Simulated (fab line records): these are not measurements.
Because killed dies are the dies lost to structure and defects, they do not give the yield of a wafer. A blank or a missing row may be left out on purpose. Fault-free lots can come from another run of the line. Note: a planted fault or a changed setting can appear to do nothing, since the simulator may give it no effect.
The tool behind it: which one?	flow sky130	7 lots with 21 wafers sampled at 2 steps, on a route of 708 steps

## WHAT EACH GAUGE READ, for each wafer
SKY_SONOS_TUNNEL_CD_MEAS_07: the cd target is 410 nm.
lot	measured	on	cd nm (nm)
L374	day 12 00:17	cd sem-02	407.5 407.2 406.4
L376	day 12 08:03	cd sem-01	408.4 407.7 406.5
L380	day 13 14:41	cd sem-01	412.1 410.3 410.4
L384	day 14 23:31	cd sem-01	412.2 410.1 409.4
L388	day 16 06:32	cd sem-01	416.3 414.4 416.1
L394	day 18 07:59	cd sem-01	423.4 425.4 424.5
L396	day 18 18:59	cd sem-01	407.3 407.5 409.2

## WHICH TOOL RAN EACH LOT (tool, then ch and the chambers of the sampled wafers, then the start)
lot	SKY_SONOS_TUNNEL_COAT_02
L374	litho track-01 ch 0, day 11 12:25
L376	litho track-02 ch 0, day 11 19:43
L380	litho track-04 ch 0, day 13 01:56
L384	litho track-01 ch 0, day 14 09:59
L388	litho track-04 ch 0, day 15 16:49
L394	litho track-04 ch 0, day 17 16:58
L396	litho track-01 ch 0, day 18 03:17
- SKY_SONOS_TUNNEL_COAT_02: resist thk 1140 nm.

## THE ANSWER, worked out from the rows above alone
Rule: the lots themselves supply what counts as usual. The widest of any qualifying gaps counts: lots, ordered by their means at a reading, are off when they make up no more than a third of the lots, leave a main group of 4 or more, and stand apart from it by 3 or more times the standard deviation of that group's means. The tables above print the reading to a certain number of digits; a main group whose means all agree to those digits is not used. A lot without any number at a reading at which 4 lots or more have one is off too. The other lots that the step has rows for count as sound.
Off at SKY_SONOS_TUNNEL_CD_MEAS_07 (cd nm): L394. The main group: mean 409.9 nm, standard deviation 2.9.
A tool fits if, at a process step before that reading, it ran every lot that is off, and no sound lot after the first of them. Gauges at SKY_SONOS_TUNNEL_CD_MEAS_07: tried the same way as those tools. One fits: litho track-04 at SKY_SONOS_TUNNEL_COAT_02. Its last sound lot is L388 (day 15 16:49), its first lot that is off L394 (day 17 16:58): a fault that began between those two fits.

## WHAT WAS PUT IN BY THE SIMULATOR
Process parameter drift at SKY_SONOS_TUNNEL_COAT_02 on litho track-04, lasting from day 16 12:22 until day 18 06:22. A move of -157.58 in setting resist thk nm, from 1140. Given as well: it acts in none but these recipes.
Struck lots among those shown: L394. Same finding as the rule above.
